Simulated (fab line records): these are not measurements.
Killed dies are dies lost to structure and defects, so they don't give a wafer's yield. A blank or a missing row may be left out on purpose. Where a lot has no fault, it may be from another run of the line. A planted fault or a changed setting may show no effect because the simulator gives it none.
fab line records	flow sky130
[record] lots = 11	wafers = 33	lastDay = 50
route steps=708 shown METAL5@677 PASSIVATION@684 PAD_OPEN@706
lots that met no fault: from a run of the same line without faults
startH: the number of hours between the record's first day and the start of the first shown wafer of the lot	waitH: how many hours have passed since the lot's step before this one	" unchanged from the row above	L1.1+2: a single row standing in for several wafers	- either no value or no given start	* or withheld: withheld	< > ~ a bound
route shown NAME@n: names a module that has steps shown in the file, with the first one's number in the route	usual: the fault-free wafers' mean and standard deviation	same: alike in all rows	chamber/n: place in a boat	sites: the reading at each site	_std_site: how widely they spread, as a standard deviation	_edge_site: outer sites' mean less inner sites'	radiusMm: for every site, how far away it sits from the centre of the wafer	mask NAME#n: copy n	behind: the most recent tool/chamber to have shaped the wafer	hold: what put the lot on hold/how long, in hours/how the hold closed	device: the n, p or np transistor that did not switch	end of line: the same wafers' tests at the end of the route	for a step that has no rows: nothing shown but its recipe	killed: not the wafer's yield, but the dies lost to structure and defects at the first sort	map: per-die view of a wafer (x killed, . not killed, _ where there is no die)
set.NAME: setting as actually run; set.NAME@STEP: the setting as run at that earlier step	model.NAME: the simulator's own value behind a step, which no gauge read
one table for each step of the route and one row for each wafer, over a sample of lots
services: when a tool's chamber went out of use (startH, in hours from the record's first day, below 0 if earlier), for how many hours, and the reason
[[steps]]
[step SKY_METAL5_STRIP_16]
[recipe] chemistry = O2/N2	powerW = 1400	pressureMtorr = 1500	platenTempC = withheld	o2FlowSccm = 3000	n2FlowSccm = 300	overashFraction = 0.5
[usual] drypumpMotorCurrentA = 5.5/0.37	oesProductAu = 0.711/0.0044	stripTimeToEndpointS = 13.03/0.18
lot.wafer	tool	chamber	startH	waitH	drypumpMotorCurrentA	oesProductAu	rfHoursCounterH	stripTimeToEndpointS
L569.2	plasmaAsher-04	1	1060.24	0.2	5.1	0.714	91	12.94
L569.3	"	0	"	"	5.7	0.710	-	12.76
L569.5	"	0	"	"	5.7	0.704	-	12.91
L566.3	plasmaAsher-01	1	1060.57	0.1	5.8	0.712	-	12.97
L566.4	"	0	"	"	4.9	0.709	-	12.80
L566.5	"	1	"	"	5.8	0.705	-	12.95
L568.2	plasmaAsher-01	1	1062.24	0.2	5.8	0.712	63	13.22
L568.3	"	1	"	"	5.8	0.709	-	13.19
L568.6	"	1	"	"	5.8	0.706	-	13.23
L570.1	plasmaAsher-04	1	1063.86	0.2	5.1	0.710	91	13.03
L570.3	"	0	"	"	5.7	0.707	-	12.99
L570.5	"	1	"	"	5.1	0.717	-	13.01
L571.2	plasmaAsher-04	0	1064.18	0.2	5.7	0.710	91	13.15
L571.3	"	0	"	"	5.6	0.707	-	13.18
L571.4	"	1	"	"	5.1	0.712	-	13.36
L572.1	plasmaAsher-02	0	1070.14	0.2	6.0	0.708	0	12.98
L572.3	"	1	"	"	5.4	0.711	-	13.02
L572.6	"	0	"	"	6.0	0.712	-	12.91
L579.1	plasmaAsher-02	0	1135.46	0.4	6.0	0.708	7	12.83
L579.2	"	1	"	"	5.4	0.708	7	12.80
L579.4	"	0	"	"	6.0	0.703	-	12.81
L581.2	plasmaAsher-04	0	1143.98	0.2	5.7	0.714	99	12.81
L581.4	"	0	"	"	5.7	0.707	-	12.81
L581.6	"	0	"	"	5.7	0.709	-	12.80
L584.1	plasmaAsher-04	0	1145.81	0.2	5.7	0.710	99	13.16
L584.3	"	1	"	"	5.0	0.712	-	12.78
L584.4	"	0	"	"	5.7	0.714	-	13.32
L585.1	plasmaAsher-01	0	1150.64	0.2	4.9	0.712	71	13.14
L585.3	"	0	"	"	4.9	0.714	-	12.90
L585.6	"	0	"	"	4.9	0.714	-	12.95
L587.3	plasmaAsher-04	1	1166.05	0.1	5.1	0.713	-	13.10
L587.4	"	0	"	"	5.7	0.712	-	13.39
L587.5	"	1	"	"	5.1	0.703	-	13.01
[step SKY_PASSIVATION_THK_MEAS_03]
[recipe] reads = Si3N4_of_PASSIVATION_CVD_02
[usual] PASSIVATION_CVD_02_THK = 543/7.3
lot.wafer	tool	chamber	startH	waitH	PASSIVATION_CVD_02_THK[nm]
L569.2	filmMetro-04	-	1061.15	-	541
L569.3	"	-	"	"	526
L569.5	"	-	"	"	535
L566.3	filmMetro-04	-	1061.53	-	540
L566.4	"	-	"	"	545
L566.5	"	-	"	"	553
L568.2	filmMetro-01	-	1063.24	-	539
L568.3	"	-	"	"	532
L568.6	"	-	"	"	549
L570.1	filmMetro-01	-	1064.84	-	549
L570.3	"	-	"	"	545
L570.5	"	-	"	"	544
L571.2	filmMetro-04	-	1065.12	-	526
L571.3	"	-	"	"	542
L571.4	"	-	"	"	546
L572.1	filmMetro-01	-	1071.04	-	531
L572.3	"	-	"	"	542
L572.6	"	-	"	"	543
L579.1	filmMetro-01	-	1136.36	-	532
L579.2	"	-	"	"	531
L579.4	"	-	"	"	551
L581.2	filmMetro-04	-	1144.93	-	543
L581.4	"	-	"	"	548
L581.6	"	-	"	"	547
L584.1	filmMetro-04	-	1146.71	-	542
L584.3	"	-	"	"	535
L584.4	"	-	"	"	556
L585.1	filmMetro-02	-	1151.54	-	536
L585.3	"	-	"	"	537
L585.6	"	-	"	"	547
L587.3	filmMetro-02	-	1167.74	-	544
L587.4	"	-	"	"	556
L587.5	"	-	"	"	545
[step SKY_PASSIVATION_STRIP_12]
[recipe] chemistry = O2/N2	powerW = 1400	pressureMtorr = 1500	platenTempC = withheld	overashFraction = 0.7	o2FlowSccm = 3000	n2FlowSccm = 300
[usual] drypumpMotorCurrentA = 5.5/0.43	oesProductAu = 0.661/0.0044	stripTimeToEndpointS = 31.54/0.18
lot.wafer	tool	chamber	startH	waitH	drypumpMotorCurrentA	oesProductAu	rfHoursCounterH	stripTimeToEndpointS
L569.2	plasmaAsher-02	0	1082.57	0.1	6.0	0.652	2	31.58
L569.3	"	0	"	"	6.0	0.657	-	31.90
L569.5	"	0	"	"	6.0	0.664	-	31.91
L566.3	plasmaAsher-03	0	1083.01	0.1	6.0	0.657	-	31.35
L566.4	"	1	"	"	4.9	0.667	-	31.32
L566.5	"	1	"	"	5.0	0.659	-	31.36
L568.2	plasmaAsher-03	0	1085.06	0.1	6.0	0.656	33	31.03
L568.3	"	1	"	"	4.9	0.657	-	31.12
L568.6	"	1	"	"	5.0	0.656	-	31.31
L570.1	plasmaAsher-03	0	1086.58	0.1	6.0	0.663	33	31.63
L570.3	"	1	"	"	5.0	0.659	-	31.42
L570.5	"	1	"	"	5.0	0.659	-	31.42
L571.2	plasmaAsher-04	1	1087.28	0.1	5.0	0.660	93	31.62
L571.3	"	0	"	"	5.7	0.664	-	31.82
L571.4	"	1	"	"	5.1	0.663	-	31.73
L572.1	plasmaAsher-03	0	1092.37	0.1	6.0	0.662	34	31.39
L572.3	"	1	"	"	5.0	0.658	-	31.37
L572.6	"	0	"	"	6.0	0.657	-	31.30
L579.1	plasmaAsher-02	0	1154.83	0.1	6.0	0.656	9	31.42
L579.2	"	1	"	"	5.4	0.661	9	31.30
L579.4	"	1	"	"	5.4	0.663	-	31.33
L581.2	plasmaAsher-04	0	1163.18	0.1	5.7	0.667	101	31.79
L581.4	"	1	"	"	5.1	0.660	-	31.76
L581.6	"	0	"	"	5.7	0.660	-	31.79
L584.1	plasmaAsher-03	1	1165.57	0.1	5.0	0.661	40	31.62
L584.3	"	0	"	"	6.0	0.667	-	31.61
L584.4	"	1	"	"	5.0	0.665	-	31.67
L585.1	plasmaAsher-04	0	1169.66	0.1	5.7	0.666	102	31.51
L585.3	"	0	"	"	5.7	0.662	-	31.57
L585.6	"	1	"	"	5.0	0.664	-	31.60
L587.3	plasmaAsher-02	1	1184.74	0.1	5.4	0.656	-	31.68
L587.4	"	0	"	"	6.0	0.660	-	31.82
L587.5	"	1	"	"	5.4	0.658	-	31.52
[step SKY_PAD_OPEN_ANNEAL_12]
[recipe] tempC = 400	timeS = withheld	ambient = N2/H2	idleTempC = 300	rampUpCPerMin = 8	rampDownCPerMin = 4
[usual] rampDownCPerMin = 4.0001/0.00071	spikeTcBottomC = 422/3.7	spikeTcCentreC = 401.4/1.9	spikeTcLowerC = 400.5/1	spikeTcTopC = 430/3.8	spikeTcUpperC = 399.8/1	zonePowerTopPct = 10.86/0.22
lot.wafer	tool	chamber	startH	waitH	rampDownCPerMin	spikeTcBottomC	spikeTcCentreC	spikeTcLowerC	spikeTcTopC	spikeTcUpperC	zonePowerTopPct
L566.3	furnace-02	0	1105.02	0.0	3.9983	418	400.7	398.5	425	401.1	10.82
L566.4	"	0	"	"	4.0004	419	403.0	399.7	425	398.5	10.51
L566.5	"	0	"	"	4.0006	419	404.1	400.3	427	399.1	10.66
L569.2	furnace-02	0	1105.02	0.0	4.0000	420	402.7	401.0	427	399.8	10.72
L569.3	"	0	"	"	4.0007	419	400.9	400.0	427	400.5	10.58
L569.5	"	0	"	"	3.9999	419	405.0	400.0	428	400.5	10.78
L568.2	furnace-01	0	1106.72	0.0	3.9989	426	399.8	399.5	435	399.8	11.05
L568.3	"	0	"	"	3.9995	426	398.8	399.1	432	399.4	11.20
L568.6	"	0	"	"	4.0003	425	399.7	402.5	435	400.2	11.04
L570.1	furnace-01	0	1108.44	0.0	4.0000	428	399.1	402.5	435	401.3	10.99
L570.3	"	0	"	"	4.0008	427	400.2	401.0	433	399.3	11.12
L570.5	"	0	"	"	3.9996	426	399.6	400.7	434	398.3	11.18
L571.2	furnace-02	0	1109.75	0.0	4.0000	419	402.9	400.8	426	399.0	10.59
L571.3	"	0	"	"	3.9991	420	400.3	400.1	426	401.4	10.56
L571.4	"	0	"	"	4.0007	418	402.5	398.2	427	399.2	10.77
L572.1	furnace-02	0	1113.44	0.0	4.0001	421	402.4	400.4	426	400.7	10.80
L572.3	"	0	"	"	3.9998	418	401.5	399.5	428	399.7	10.66
L572.6	"	0	"	"	4.0007	418	400.3	398.7	429	398.6	10.68
L579.1	furnace-02	0	1173.56	0.0	3.9995	373	358.4	355.1	383	355.0	9.32
L579.2	"	0	"	"	4.0008	374	356.9	355.9	384	353.9	9.15
L579.4	"	0	"	"	4.0005	375	358.0	355.4	384	354.4	9.27
L581.2	furnace-02	0	1180.31	0.0	4.0006	373	357.1	354.1	383	353.8	9.32
L581.4	"	0	"	"	4.0010	373	355.7	356.3	384	353.9	9.31
L581.6	"	0	"	"	4.0000	373	356.8	355.0	385	353.2	9.23
L584.1	furnace-01	0	1183.26	0.0	3.9997	425	398.4	401.3	436	399.2	11.16
L584.3	"	0	"	"	3.9998	427	399.8	401.2	433	400.6	11.01
L584.4	"	0	"	"	3.9994	425	399.5	401.6	435	399.6	11.16
L585.1	furnace-01	0	1187.86	0.0	3.9992	427	401.3	401.4	435	400.0	10.74
L585.3	"	0	"	"	3.9987	426	400.5	401.5	435	399.6	11.21
L585.6	"	0	"	"	4.0007	425	399.3	402.0	434	400.5	10.93
L587.3	furnace-01	0	1201.09	0.0	4.0004	425	401.9	399.3	433	400.9	11.03
L587.4	"	0	"	"	3.9994	425	400.9	400.7	434	401.5	11.14
L587.5	"	0	"	"	4.0000	427	399.7	399.8	434	399.0	11.09
[step SKY_PAD_OPEN_PROBE_99]
[usual] defectLimitedYield = 82.4/1.9	killed_at_M0_to_M3 = 45/7.5	killed_at_M4_up = 2.8/1.9	killedAtContacts = 25/5.5	killedAtFrontEnd = 14/4	killedAtOther = 0.3/0.75	killedDies = 87/9.4	killedOpen = 47/6.6	killedShort = 39/6.6	sort_bin_3_pad_short = 0.9/0.39	sort_bin_5_function = 10.4/1.5	sort_bin_6_memory = 6.3/1.2	sortNPass = 405/9.4	sortYieldPct = 82.4/1.9
[same] grossDies = 492	killedAtBackSide = 0	sort_bin_4_leakage[%] = 0	sort_bin_8_speed[%] = 0
lot.wafer	tool	chamber	startH	waitH	defectLimitedYield[%]	killed_at_M0_to_M3	killed_at_M4_up	killedAtContacts	killedAtFrontEnd	killedAtOther	killedDies	killedOpen	killedShort	sort_bin_3_pad_short[%]	sort_bin_5_function[%]	sort_bin_6_memory[%]	sortNPass	sortYieldPct[%]
L581.2	prober-02	-	1181.98	0.1	75.2	61	3	35	23	0	122	67	55	1.4	14.2	9.1	370	75.2
L581.4	prober-02	-	1182.08	0.2	85.4	37	3	17	14	1	72	40	32	0.6	10.0	4.1	420	85.4
L581.6	prober-02	-	1182.18	0.2	81.1	48	5	30	10	0	93	50	43	0.8	12.2	5.9	399	81.1
// killed by level:class
L581.2 VIA1:geometricParticle:open=17 CONTACT:geometricParticle:open=9 METAL1:geometricParticle:short=9 FIELD_ISO:geometricParticle:open=8 LI_CONTACT:geometricParticle:open=8 CONTACT:geometricParticle:short=8 VIA2:geometricParticle:open=8 FIELD_ISO:geometricParticle:short=7
L581.4 VIA1:geometricParticle:open=11 CONTACT:geometricParticle:open=7 FIELD_ISO:geometricParticle:short=6 VIA3:geometricParticle:open=5 VIA2:geometricParticle:open=5 METAL2:geometricParticle:short=4 METAL3:geometricParticle:short=4 METAL1:geometricParticle:short=3
L581.6 VIA2:geometricParticle:open=11 CONTACT:geometricParticle:open=10 VIA1:geometricParticle:open=9 LI_CONTACT:geometricParticle:open=8 POLY_GATE:geometricParticle:short=6 VIA1:geometricParticle:short=6 CONTACT:geometricParticle:short=5 METAL4:geometricParticle:short=5
[[services]]
tool	chamber	startH	hours	kind
plasmaAsher-02	-	1055.25	9.0	pm
plasmaAsher-02	0	1055.25	9.0	ventCycle
plasmaAsher-02	1	1055.25	9.0	ventCycle
plasmaAsher-02	0	1064.25	-	clean
plasmaAsher-02	1	1064.25	-	clean
furnace-01	-	1080.22	3.6	pm
furnace-02	-	1094.85	4.0	pm
plasmaAsher-01	-	1103.47	2.3	repair
furnace-02	-	1106.52	3.0	pm
furnace-01	-	1111.68	4.2	pm
plasmaAsher-03	-	1118.20	4.5	repair
plasmaAsher-01	-	1147.46	1.5	repair
furnace-02	-	1165.29	2.7	pm
plasmaAsher-04	-	1189.34	1.1	repair
[[key]]
[firstSign] step = SKY_PAD_OPEN_ANNEAL_12	reading = spikeTcUpperC	direction = down	sigmas = 46	usual = 399.8	struck = 354.0
[effect] step = SKY_PAD_OPEN_ANNEAL_12	reading = spikeTcLowerC	direction = down	sigmas = 44	usual = 400.5	struck = 355.3
metAt SKY_PAD_OPEN_ANNEAL_12
struckLots L579,L581
notActingAt SKY_METAL5_STRIP_16,SKY_PASSIVATION_THK_MEAS_03,SKY_PASSIVATION_STRIP_12
onsetBetween 1113.44 1173.56
[fault] kind = processParameterDrift	tool = furnace-02	chamber = -	onsetH = 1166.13	steps = SKY_PAD_OPEN_ANNEAL_12	channel = tempC	offset = *	shape = step	endH = 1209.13	actsIn = *	stated = *
